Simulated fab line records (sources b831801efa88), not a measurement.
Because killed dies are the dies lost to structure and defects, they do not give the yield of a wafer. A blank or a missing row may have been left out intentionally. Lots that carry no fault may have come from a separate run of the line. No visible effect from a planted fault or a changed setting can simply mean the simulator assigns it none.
2 desks looking at one fault	flow gf180mcu	numbers are kept per desk, each desk with only its own; the story behind them comes last

== METROLOGY DESK ==
What the gauges read for every lot (on any tool): the sampled wafers with a number, averaged. Any lot whose mean is over 4 standard deviations away from the usual mean is out of limits and marked OUT; that distance is given in the brackets.
Columns: A = cdNm at GF_M2_CD_MEAS_14, usual 280.2 nm
lot	first seen here	A
L625	day 20 04:59	281.9
L626	day 20 18:19	280.8
L627	day 21 04:56	281.1
L628	day 21 14:09	279.1
L636	day 24 15:54	279.8
L637	day 24 17:27	278.9
L639	day 25 05:05	282.7
L640	day 25 10:59	278.6
L642	day 26 05:08	278.7
L643	day 26 11:20	280.2
L644	day 26 14:13	280.2
L645	day 26 22:28	280.6
This desk found nothing out of limits on any of the 12 lots.

== DESK OF THE TOOL OWNER: pecvd-02 ==
The tool's own readings at GF_V2_CVD_02 (deposits SiO2 from TEOS, target thk 850 nm, time 94.851 s): means of the sampled wafers that have a number, for each lot that ran on this tool. Any lot whose mean is over 4 standard deviations away from the usual mean is out of limits and marked OUT; that distance is given in the brackets.
Columns: A = heaterPowerOuterW at GF_V2_CVD_02, usual 409 W; B = heaterPowerW at GF_V2_CVD_02, usual 717 W
lot	first seen here	A	B
L625	day 20 05:56	438	736
L626	day 20 19:14	416	712
L643	day 26 12:19	483	808
L645	day 26 23:23	553	918
This desk found nothing out of limits on any of the 4 lots.

== ALL TOGETHER ==
From the metrology desk's view, nothing was out of limits.
The tool owner's desk saw nothing out of limits.

== WHAT WAS PUT IN BY THE SIMULATOR ==
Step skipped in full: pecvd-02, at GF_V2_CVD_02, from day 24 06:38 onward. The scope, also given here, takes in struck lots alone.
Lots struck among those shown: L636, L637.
